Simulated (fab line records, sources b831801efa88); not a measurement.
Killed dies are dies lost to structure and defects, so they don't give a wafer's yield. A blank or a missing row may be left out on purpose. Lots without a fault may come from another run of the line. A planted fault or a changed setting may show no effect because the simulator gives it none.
A struck lot beside a sound one | flow gf180mcu | 15 steps out of a route of 602
Sound: wafers L383.3, L383.4, L383.6. Struck: wafers L394.2, L394.3, L394.6. The cause comes at the end.
At each step with rows: each side's tool, then ch and its chambers, then its first start. Under that, the readings that differ: sound wafers | struck wafers | difference of the means | sigmas: that difference in standard deviations of wafers without a fault.
alike: readings whose means differ by less than 2 such deviations, and words and numbers that are the same on both sides. not compared: withheld readings, readings that some wafer has no value for, bounds like >300 that may hide the same value, and numbers for which the record gives no deviation and whose values overlap.
The two part at a step that has a row with sigmas, a row that says differs or no value, or rows on one side only. Numbers that don't overlap but have no deviation are shown without sigmas and don't part them. A reading that every wafer of one side lacks parts them only if that side has two wafers or more.

GF_CONTACT_ETCH_16: etches BARC in N2/H2.
  sound on rie_diel-02 ch 2,3, day 17 22:32; struck on rie_diel-04 ch 2,3, day 22 00:52
  alike: chamber_pressure_mTorr, drypump_motor_current_A, h2_flow_sccm, n2_flow_sccm, oes_product_au, throttle_valve_pct
then, 5 steps without rows for these wafers: GF_CONTACT_ETCH_17 (etches SiO2 in C4F8/O2/Ar, stops on CoSi2, target depth 860 nm); GF_CONTACT_STRIP_18 (strips in O2/N2); GF_CONTACT_CLEAN_19 (cleans in SPM); GF_CONTACT_CLEAN_20 (cleans in DIW); GF_CONTACT_CLEAN_21 (cleans in dHF, time 20 s).
GF_CONTACT_SPUTTER_22: material Ti, target thk 15 nm, time 80.02 s.
  sound on pvd_sputter-01, day 17 23:00; struck on pvd_sputter-01, day 22 01:20
  alike: chamber_pressure_pa, throttle_valve_pct
GF_CONTACT_SPUTTER_23: material TiN, target thk 10 nm, time 40 s.
  sound on pvd_sputter-01, day 17 23:04; struck on pvd_sputter-01, day 22 01:23
  alike: chamber_pressure_pa, throttle_valve_pct
GF_CONTACT_CVD_24: deposits W, target thk 300 nm, time 90.339 s.
  sound on cvd_w-01 ch 0,1, day 17 23:08; struck on cvd_w-01 ch 0, day 22 01:26
  alike: heater_power_w
GF_CONTACT_RS_MEAS_25: measures by four-point-probe.
  sound on film_metro-03, day 17 23:14; struck on film_metro-03, day 22 01:33
  alike: CONTACT_W_RS
GF_CONTACT_THK_MEAS_26: measures by xrf.
  sound on film_metro-03, day 17 23:20; struck on film_metro-03, day 22 01:40
  alike: CONTACT_W_THK
GF_CONTACT_CMP_27: polishes, stops on SiO2, t overpolish 15 s, target thk 0 nm.
  sound on cmp-01 ch 0,2,3, day 17 23:23; struck on cmp-02 ch 0,1,2, day 22 01:49
  alike: motor_current_A, overpolish_run_s, time_to_endpoint_s
GF_M1_SPUTTER_00: material Ti, target thk 37.5 nm, time 150 s.
  sound on pvd_sputter-02, day 17 23:41; struck on pvd_sputter-04, day 22 02:01
  reading                               | sound             | struck            | difference | sigmas
  chamber_pressure_pa (Pa)              | 1.996 1.996 2.000 | 2.077 2.081 2.078 | +0.081     | +21
  model.Ti_of_M1_SPUTTER_00.thk_nm (nm) | 37.31 37.5 37.29  | 35.92 36.97 36.58 | -0.88      |
  alike: throttle_valve_pct
then, 1 step without rows for these wafers: GF_M1_SPUTTER_01 (material TiN, target thk 30 nm, time 25 s).
GF_PASSIVATION_PROBE_99:
  the record has rows for the sound wafers here (prober-02, day 30 12:31) and none for the struck ones

WHERE THEY PART
First at GF_M1_SPUTTER_00; last, within this record, at GF_PASSIVATION_PROBE_99.

WHY: what the simulator had put in
Process parameter drift: pvd_sputter-04, from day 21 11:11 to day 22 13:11, at GF_M1_SPUTTER_00. Setting chamber_pressure_pa, moved by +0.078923, from 2. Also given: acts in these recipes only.
